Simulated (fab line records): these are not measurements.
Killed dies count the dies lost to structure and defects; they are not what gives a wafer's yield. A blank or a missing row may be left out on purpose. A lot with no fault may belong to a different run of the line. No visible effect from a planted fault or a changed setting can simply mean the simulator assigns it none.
The tool behind it: which one? || flow sky130 || Sampling: 7 lots, 21 wafers, 3 of 708 route steps

== WHAT EACH GAUGE READ, for each wafer ==
SKY_METAL2_THK_MEAS_06: measures by xrf.
{"lot": "L945", "measured": "day 34 12:19", "on": "film metro-03", "METAL2_ALCU_THK (nm)": "238.5 242.2 242.5"}
{"lot": "L947", "measured": "day 35 10:32", "on": "film metro-03", "METAL2_ALCU_THK (nm)": "242.9 242.6 239.0"}
{"lot": "L953", "measured": "day 37 01:53", "on": "film metro-01", "METAL2_ALCU_THK (nm)": "246.7 247.1 247.6"}
{"lot": "L959", "measured": "day 39 05:19", "on": "film metro-01", "METAL2_ALCU_THK (nm)": "245.9 243.3 245.4"}
{"lot": "L961", "measured": "day 39 10:44", "on": "film metro-04", "METAL2_ALCU_THK (nm)": "248.0 242.4 243.4"}
{"lot": "L964", "measured": "day 40 06:15", "on": "film metro-01", "METAL2_ALCU_THK (nm)": "249.6 249.4 248.3"}
{"lot": "L966", "measured": "day 40 19:42", "on": "film metro-01", "METAL2_ALCU_THK (nm)": "246.9 248.3 245.0"}

== WHICH TOOL RAN EACH LOT (tool, then ch and the chambers of the sampled wafers, then the start) ==
{"lot": "L945", "SKY_LOCAL_INTERCONNECT_METAL_ETCH_14": "rie metal-02 ch 0,1, day 30 22:20", "SKY_CONTACT_ETCH_18": "rie diel-03 ch 0,1, day 34 12:19 or earlier"}
{"lot": "L947", "SKY_LOCAL_INTERCONNECT_METAL_ETCH_14": "rie metal-01 ch 0, day 31 18:38", "SKY_CONTACT_ETCH_18": "rie diel-02 ch 0,1,2, day 35 10:32 or earlier"}
{"lot": "L953", "SKY_LOCAL_INTERCONNECT_METAL_ETCH_14": "rie metal-03 ch 0,1, day 33 12:19", "SKY_CONTACT_ETCH_18": "rie diel-02 ch 0,3, day 37 01:53 or earlier"}
{"lot": "L959", "SKY_LOCAL_INTERCONNECT_METAL_ETCH_14": "rie metal-03 ch 0,1, day 35 19:04", "SKY_CONTACT_ETCH_18": "rie diel-02 ch 0,1,2, day 39 05:19 or earlier"}
{"lot": "L961", "SKY_LOCAL_INTERCONNECT_METAL_ETCH_14": "rie metal-02 ch 0,1, day 35 23:45", "SKY_CONTACT_ETCH_18": "rie diel-04 ch 1,2,3, day 39 10:44 or earlier"}
{"lot": "L964", "SKY_LOCAL_INTERCONNECT_METAL_ETCH_14": "rie metal-01 ch 0,1, day 36 21:01", "SKY_CONTACT_ETCH_18": "rie diel-02 ch 0,1,3, day 40 06:15 or earlier"}
{"lot": "L966", "SKY_LOCAL_INTERCONNECT_METAL_ETCH_14": "rie metal-01 ch 0,1, day 37 12:36", "SKY_CONTACT_ETCH_18": "rie diel-04 ch 0,2, day 40 19:42 or earlier"}
- SKY_LOCAL_INTERCONNECT_METAL_ETCH_14: etches TiN in Cl2/BCl3, stops on PSG, target depth 110 nm, time 31.4 s.
- SKY_CONTACT_ETCH_18: etches Si3N4 in CHF3/O2, stops on TiN, time 39 s, target depth 75 nm.

== THE ANSWER, worked out from the rows above alone ==
Rule: the lots themselves supply what counts as usual. Put in order of their means at a reading, lots are off if they are a third of the lots or fewer, leave a main group of 4 or more, and stand apart from it by a gap of 3 or more times the standard deviation of the main group's means; of several such gaps the widest counts. Not used: any main group whose means are identical at the precision the tables above print for the reading. Also off: a lot with no number at a reading for which 4 or more lots have one. All remaining lots with rows at the step are treated as sound.
No lot is off on any of the readings shown, so nothing can be concluded from this.

== WHAT WAS PUT IN BY THE SIMULATOR ==
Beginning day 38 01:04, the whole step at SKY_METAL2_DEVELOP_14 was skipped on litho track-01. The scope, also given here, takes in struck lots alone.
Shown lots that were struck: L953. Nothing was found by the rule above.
